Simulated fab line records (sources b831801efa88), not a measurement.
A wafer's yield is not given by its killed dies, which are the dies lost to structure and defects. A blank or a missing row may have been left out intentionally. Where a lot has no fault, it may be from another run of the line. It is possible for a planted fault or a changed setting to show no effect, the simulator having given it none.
Matching of chambers -- flow sky130 -- SKY_VIA1_CMP_24 on cmp-02 has 4 sister chambers
The step polishes, stops on SiO2, t overpolish 15 s, target thk 0 nm. 16 wafers are shown with their chamber, then 8 later ones without.

== WAFERS, EACH WITH ITS CHAMBER ==
wafer,chamber,motorCurrentA (A),retainingRingPressureFrac,timeToEndpointS (s)
L568.2,1,10.7,1.003,65.9
L568.4,2,9.8,0.989,69.8
L568.5,0,11.2,0.997,67.3
L571.2,3,10.7,1.009,63.5
L571.3,2,10.4,0.986,63.4
L571.5,2,10.1,0.991,62.6
L574.2,0,11.5,1.001,65.5
L574.3,2,10.2,0.997,62.7
L574.4,1,11.0,0.998,64.3
L576.1,1,11.5,0.992,57.2
L576.2,2,9.8,1.001,58.2
L576.5,3,11.1,1.004,55.5
L579.1,2,10.5,0.997,60.5
L579.2,3,10.7,0.997,58.6
L579.4,0,11.6,1.005,58.2
L585.2,1,10.8,1.003,64.1

SIGNATURES (averages over the wafers above)
reading,chamber 0,chamber 1,chamber 2,chamber 3,scatter within a chamber
motorCurrentA,11.433,11.000,10.133,10.833,0.29
retainingRingPressureFrac,1.00100,0.99900,0.99350,1.00333,0.0054
timeToEndpointS,63.667,62.875,62.867,59.200,4.08
Rule: for a wafer and a chamber, the distance is found by dividing, reading by reading, the gap between the wafer's reading and the chamber's mean by the reading's scatter, squaring, summing and taking the root. The wafer belongs to the nearest chamber; if the next one is less than 2 further off, it can't be placed. How the scatter is found: for the shown wafers, subtract from each reading the mean of its chamber, square and add these, divide the total by (wafers less chambers), then take the root.

== WAFERS WITH NO CHAMBER GIVEN ==
wafer,motorCurrentA (A),retainingRingPressureFrac,timeToEndpointS (s)
L585.4,11.8,0.997,66.3
L585.6,11.3,1.008,70.8
L586.2,10.7,1.000,65.8
L586.3,10.1,0.999,59.3
L586.4,11.6,0.993,63.8
L589.2,11.2,1.002,63.4
L589.5,11.3,1.002,62.4
L589.6,9.9,0.996,62.3

== EACH ONE'S CHAMBER ==
wafer,from the rows above,in truth
L585.4,can't be placed: 0 or 1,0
L585.6,can't be placed: 0 or 1 or 3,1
L586.2,can't be placed: 1 or 3 or 2 or 0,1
L586.3,can't be placed: 2 or 3 or 1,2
L586.4,can't be placed: 0 or 1 or 3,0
L589.2,can't be placed: 0 or 1 or 3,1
L589.5,can't be placed: 0 or 1 or 3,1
L589.6,2,2
Correct placement for 1 of the 8. Unplaceable from these rows: 7, with the true chamber sitting among the candidates in 7. Placed wrongly: 0.
